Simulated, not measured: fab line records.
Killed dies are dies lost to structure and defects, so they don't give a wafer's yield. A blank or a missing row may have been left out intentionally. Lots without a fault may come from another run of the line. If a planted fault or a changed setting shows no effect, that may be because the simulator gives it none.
Matching of chambers    flow sky130    4 sister chambers for SKY_VIA4_CMP_02 on cmp-02
The step polishes SiO2. 4 wafers are shown with their chamber, then 9 later ones without.

## WAFERS PAIRED WITH THEIR CHAMBERS
wafer   chamber  motor-current-A (A)
L086.5  1        11.2
L087.2  2        14.1
L087.3  0        9.1
L087.6  3        11.4

## WAFERS WITHOUT THEIR CHAMBER
wafer   motor-current-A (A)
L088.3  9.3
L088.5  9.0
L088.6  11.7
L092.2  13.8
L092.4  8.9
L092.6  13.3
L093.1  11.2
L093.2  13.3
L093.6  13.7

## CHAMBER TAKEN BY EACH
wafer   from the rows above      in truth
L088.3  0                        0
L088.5  0                        0
L088.6  can't be placed: 3 or 1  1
L092.2  2                        2
L092.4  0                        0
L092.6  2                        2
L093.1  can't be placed: 1 or 3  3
L093.2  2                        2
L093.6  2                        2
Placed correctly: 7 of 9. Can't be placed from these rows: 2 (the true chamber is among the candidates in 2). 0 placed wrongly.
How it was worked out, from the rows above alone: a wafer's distance from a chamber is the root of the sum, over the readings, of the square of ((its reading less the chamber's mean) divided by the reading's scatter). The wafer belongs to the nearest chamber; if the next one is less than 2 further off, it can't be placed. A chamber's mean is the mean of its shown wafers. The scatter (one wafer shown for each chamber): square how far every hidden wafer sits from the nearest shown wafer, average those squares and take the square root.
